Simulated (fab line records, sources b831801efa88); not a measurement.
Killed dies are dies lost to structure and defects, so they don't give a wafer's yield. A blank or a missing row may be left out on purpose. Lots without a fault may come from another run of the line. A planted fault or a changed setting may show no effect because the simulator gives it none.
A struck lot beside a sound one | flow sfq_line | 14 steps out of a route of 325
Sound: wafers L697.1, L697.2, L697.6. Struck: wafer L707.2. (L707.4, L707.5 of the same lot were not struck and are left out.) The cause comes at the end.
At each step with rows: each side's tool, then ch and its chambers, then its first start. Under that, the readings that differ: sound wafers | struck wafers | difference of the means | sigmas: that difference in standard deviations of wafers without a fault.
alike: readings whose means differ by less than 2 such deviations, and words and numbers that are the same on both sides. not compared: withheld readings, readings that some wafer has no value for, bounds like >300 that may hide the same value, and numbers for which the record gives no deviation and whose values overlap.
The two part at a step that has a row with sigmas, a row that says differs or no value, or rows on one side only. Numbers that don't overlap but have no deviation are shown without sigmas and don't part them. A reading that every wafer of one side lacks parts them only if that side has two wafers or more.

SFQ_TRILAYER_I0_DEP_PECVD_027: deposits SiO2 from SiH4/N2O, time 111.11 s, target thk 500 nm.
  sound on pecvd-03 ch 1,2, day 12 18:58; struck on pecvd-02 ch 1, day 15 16:17
  reading                | sound          | struck | difference | sigmas
  showerhead_vpp_V (V)   | 839 927 927    | 831    | -67        | -2
  throttle_valve_pct (%) | 24.0 23.6 23.4 | 26.2   | +2.5       | +2
  alike: heater_power_w
SFQ_TRILAYER_I0_CMP_CMP_028: polishes SiO2.
  sound on cmp-01 ch 0,2, day 12 21:18; struck on cmp-02 ch 0, day 15 16:52
  alike: motor_current_A, time_to_endpoint_s
SFQ_I0_BOW_MEAS_907:
  sound on film_metro-01, day 12 23:48; struck on film_metro-02, day 15 19:23
  alike: I0_BOW
SFQ_TRILAYER_I0_METRO_MEASURE_029:
  sound on film_metro-01, day 12 23:55; struck on film_metro-02, day 15 19:41
  alike: thk_nm
then, 6 steps without rows for these wafers: SFQ_TRILAYER_I0_VIA_LITHO_COAT_036 (resist thk 62 nm); SFQ_TRILAYER_I0_VIA_LITHO_COAT_031 (resist thk 650 nm); SFQ_TRILAYER_I0_VIA_LITHO_SOFTBAKE_035; SFQ_TRILAYER_I0_VIA_LITHO_EXPOSE_032 (exposes mask I0, target cd 500 nm); SFQ_TRILAYER_I0_VIA_LITHO_PEB_034 (peb time 60 s); SFQ_TRILAYER_I0_VIA_LITHO_DEVELOP_033 (time 60 s).
-- the record jumps here: 6 days lie between the struck wafers' starts before and after --
SFQ_I0_OVL_MEAS_908:
  sound on overlay-01, day 18 16:59; struck on overlay-01, day 22 04:17
  alike: I0_OVL
SFQ_TRILAYER_I0_VIA_BARC_OPEN_VIA_ETCH_046: etches BARC in O2, target depth 125 nm, time 41.7 s.
  sound on rie_diel-01 ch 1,2, day 18 17:02; struck on rie_diel-01 ch 2, day 22 04:19
  alike: drypump_motor_current_A, oes_product_au, rf_fwd_power_W
  not compared: rf_hours_counter_h
SFQ_TRILAYER_I0_VIA_ETCH_VIA_ETCH_034: etches SiO2 in CHF3, stops on Nb, target depth 260 nm.
  sound on rie_diel-01 ch 1,2, day 18 17:04; struck on rie_diel-01 ch 2, day 22 04:22
  reading                                             | sound             | struck | difference | sigmas
  rf_fwd_power_W (W)                                  | 495.6 497.8 498.8 | 578.8  | +81.4      | +58
  model.Nb_of_TRILAYER_M0_DEP_SPUTTER_019.thk_nm (nm) | 198.9 200.7 197.5 | 196.9  | -2.1       |
  alike: drypump_motor_current_A, oes_product_au
SFQ_TRILAYER_I0_VIA_STRIP_STRIP_035: strips in O2.
  sound on rie_metal-04 ch 0,1, day 18 17:11; struck on rie_metal-04 ch 1, day 22 04:29
  alike: drypump_motor_current_A, he_backside_leak_sccm, oes_product_au, platen_temp_c
  not compared: rf_hours_counter_h

WHERE THEY PART
First at SFQ_TRILAYER_I0_DEP_PECVD_027; last, within this record, at SFQ_TRILAYER_I0_VIA_ETCH_VIA_ETCH_034. Later steps at which nothing parts them and some readings are alike: SFQ_TRILAYER_I0_VIA_STRIP_STRIP_035.

WHY: what the simulator had put in
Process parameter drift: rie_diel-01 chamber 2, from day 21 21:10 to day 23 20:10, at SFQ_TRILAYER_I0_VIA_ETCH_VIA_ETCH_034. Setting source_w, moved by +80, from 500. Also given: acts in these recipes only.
